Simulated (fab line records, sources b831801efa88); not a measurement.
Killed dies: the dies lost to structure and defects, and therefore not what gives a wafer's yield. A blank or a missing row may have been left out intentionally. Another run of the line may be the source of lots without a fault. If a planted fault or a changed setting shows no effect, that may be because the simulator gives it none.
A lot that was struck, set against a sound lot | flow sky130 | 30 steps out of a route of 708
Sound: these wafers, L281.1, L281.3, L281.4. Struck: wafers L290.2, L290.4, L290.5. Last of all comes the cause.
Per side, at each step with rows, come the tool, then ch with its chambers, and then its first start. Under that, the readings that differ: sound wafers | struck wafers | difference of the means | sigmas: that difference in standard deviations of wafers without a fault.
alike: readings with means less than 2 such deviations apart, plus words and numbers identical on both sides. not compared: withheld readings, readings lacking a value on some wafer, bounds such as >300 that could conceal the same value, and numbers that have no deviation in the record and whose values overlap.
The two part at a step that has a row with sigmas, a row that says differs or no value, or rows on one side only. Numbers that have no deviation but don't overlap get no sigmas and don't part them. A reading missing from all wafers of one side parts the sides only when that side holds two or more wafers.

first, 5 steps without rows for these wafers: SKY_SONOS_ONO_COAT_08 (resist thk 1140 nm); SKY_SONOS_ONO_SOFTBAKE_09 (time 60 s); SKY_SONOS_ONO_EXPOSE_10 (exposes mask ONOM, target cd 410 nm); SKY_SONOS_ONO_PEB_11; SKY_SONOS_ONO_DEVELOP_12 (develop time 60 s).
SKY_SONOS_ONO_CD_MEAS_13: the cd target is 410 nm.
  sound on cd sem-01, day 14 09:37; struck on cd sem-01, day 17 08:29
  alike: cd nm
SKY_SONOS_ONO_OVL_MEAS_14:
  sound on overlay-02, day 14 09:44; struck on overlay-01, day 17 08:35
  alike: SONOS_ONO_OVL
SKY_SONOS_ONO_ETCH_15: etches the open film in CHF3/O2, target depth 19.52 nm, time 7.8 s.
  sound on rie diel-02 ch 1,2,3, day 14 09:46; struck on rie diel-04 ch 0,1,2, day 17 08:37
  alike: drypump motor current A, oes product au, rf fwd power W, throttle valve pct
  not compared: rf hours counter h
then, 1 step without rows for these wafers: SKY_SONOS_ONO_WET_ETCH_16 (etches SiO2 in dHF, target depth 14 nm, time 280 s).
SKY_SONOS_ONO_STRIP_17: strips in O2/N2.
  sound on plasma asher-04 ch 0,1, day 14 09:53; struck on plasma asher-01 ch 0,1, day 17 08:46
  alike: drypump motor current A, oes product au, strip time to endpoint s
  not compared: rf hours counter h
then, 2 steps without rows for these wafers: SKY_SONOS_ONO_WET_ETCH_18 (etches Si3N4 in H3PO4, target depth 15 nm, time 172 s); SKY_GATE_OXIDE_CLEAN_00 (cleans in SC1/SC2, time 150 s).
SKY_GATE_OXIDE_OXIDATION_01: stabilise 600 s, purge 300 s, target thk 10.268 nm.
  sound on furnace-01 ch 0, day 14 11:44; struck on furnace-01 ch 0, day 17 10:04
  reading                                           | sound                | struck               | difference | sigmas
  spike tc bottom C (C)                             | 916.0 915.6 915.2    | 896.4 896.4 896.9    | -19.0      | -16
  spike tc centre C (C)                             | 902.5 903.0 902.7    | 881.3 880.3 882.0    | -21.5      | -17
  spike tc lower C (C)                              | 899.8 900.5 900.7    | 881.5 881.4 880.7    | -19.1      | -17
  spike tc top C (C)                                | 914.0 914.3 914.2    | 895.4 895.2 895.1    | -18.9      | -8
  spike tc upper C (C)                              | 901.0 899.7 900.3    | 879.3 882.4 881.3    | -19.3      | -20
  tube center temp C (C)                            | 899.94 899.85 900.02 | 879.96 879.85 879.96 | -20.01     | -99 or more
  tube_center_temp_C_max                            | 901.8 902.3 901.9    | 882.7 882.8 883.2    | -19.1      | -52
  zone power lower pct (%)                          | 17.16 17.36 17.10    | 16.36 16.22 16.63    | -0.80      | -5
  model.SiO2_of_GATE_OXIDE_OXIDATION_01.thk nm (nm) | 10.23 10.41 10.27    | 8.373 8.569 8.321    | -1.882     |
  alike: zone power upper pct
SKY_GATE_OXIDE_THK_MEAS_02:
  sound on film metro-01, day 14 13:09; struck on film metro-04, day 17 11:29
  reading                          | sound             | struck         | difference | sigmas
  GATE_OXIDE_OXIDATION_00_THK (nm) | 10.18 10.44 10.29 | 8.33 8.51 8.31 | -1.92      | -10
then, 7 steps without rows for these wafers: SKY_GATE_OXIDE_DEHYDRATE_03 (time 60 s); SKY_GATE_OXIDE_HMDS_04 (prime time 60 s); SKY_GATE_OXIDE_COAT_05 (resist thk 1140 nm); SKY_GATE_OXIDE_SOFTBAKE_06 (time 60 s); SKY_GATE_OXIDE_EXPOSE_07 (exposes mask LVOM, target cd 600 nm); SKY_GATE_OXIDE_PEB_08; SKY_GATE_OXIDE_DEVELOP_09 (develop time 60 s).
SKY_GATE_OXIDE_OVL_MEAS_10:
  sound on overlay-01, day 15 15:46; struck on overlay-01, day 18 17:22
  alike: GATE_OXIDE_OVL
then, 2 steps without rows for these wafers: SKY_GATE_OXIDE_IMPLANT_11; SKY_GATE_OXIDE_WET_ETCH_12 (etches SiO2 in dHF, target depth 16.8 nm, time 336 s).
SKY_GATE_OXIDE_STRIP_13: strips in O2/N2.
  sound on plasma asher-01 ch 0,1, day 15 16:04; struck on plasma asher-01 ch 0,1, day 18 17:39
  alike: drypump motor current A, oes product au, strip time to endpoint s
  not compared: rf hours counter h
SKY_GATE_OXIDE_TW_MEAS_14:
  sound on film metro-01, day 15 16:10; struck on film metro-04, day 18 17:46
  reading       | sound             | struck            | difference | sigmas
  GATE_OXIDE_TW | 226.8 225.9 226.7 | 219.1 220.3 218.8 | -7.1       | -3
then, 1 step without rows for these wafers: SKY_GATE_OXIDE_CLEAN_15 (cleans in SC1/SC2, time 150 s).
SKY_GATE_OXIDE_OXIDATION_16: stabilise 600 s, purge 300 s, target thk 3.57 nm.
  sound on furnace-01 ch 0, day 15 16:16; struck on furnace-02 ch 0, day 18 18:39
  reading                                           | sound             | struck            | difference | sigmas
  zone power upper pct (%)                          | 16.5 16.8 16.7    | 13.4 13.5 13.4    | -3.2       | -2
  model.SiO2_of_GATE_OXIDE_OXIDATION_01.thk nm (nm) | 11.68 11.83 11.76 | 9.879 10.07 9.844 | -1.826     |
  alike: spike tc bottom C, spike tc centre C, spike tc lower C, spike tc top C, spike tc upper C, tube center temp C, tube_center_temp_C_max, zone power lower pct
then, 1 step without rows for these wafers: SKY_POLY_GATE_CVD_00 (deposits poly-Si, target thk 180 nm, time 720 s).
-- here the record skips 31 days between the struck wafers' starts before and after, leaving off in module POLY_GATE and picking up in module PAD_OPEN (first step shown: number 708 of the route) --
SKY_PAD_OPEN_PROBE_99:
  sound on prober-01, day 47 03:59; struck on prober-02, day 50 01:43
  reading                                | sound                        | struck                        | difference | sigmas
  model.etest.nfet_16v.r on ohm um       | 1.428e+04 1.43e+04 1.407e+04 | 1.289e+04 1.297e+04 1.279e+04 | -1.333e+03 |
  model.etest.pfet g5v0d10v5.r on ohm um | 4751 4680 4696               | 4352 4347 4354                | -358       |
  model.etest.tip sonos.rs ohm sq        | 2689 2686 2734               | 2271 2294 2286                | -419       |
  model.etest.nfet g5v0d10v5.r on ohm um | 1896 1871 1872               | 1739 1720 1725                | -152       |
  model.etest.nfet g5v0d10v5.drive ua um | 600.5 602.4 600.5            | 713 699.2 712.7               | +107       |
  model.etest.nfet_05v0_nvt.drive ua um  | 572.5 567.2 569.4            | 671.8 661.9 673.1             | +99.2      |
  model.etest.pfet g5v0d10v5.drive ua um | 340.9 342 347.5              | 387.4 387.4 386.3             | +43.6      |
  model.etest.nfet_16v.drive ua um       | 220.4 219.1 220.1            | 266.5 260.6 267.1             | +44.9      |

WHERE THEY PART
Earliest at SKY_GATE_OXIDE_OXIDATION_01; latest, in this record, at SKY_GATE_OXIDE_OXIDATION_16.

WHY: what had been put in by the simulator
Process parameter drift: furnace-01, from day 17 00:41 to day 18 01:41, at SKY_GATE_OXIDE_OXIDATION_01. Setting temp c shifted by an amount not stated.
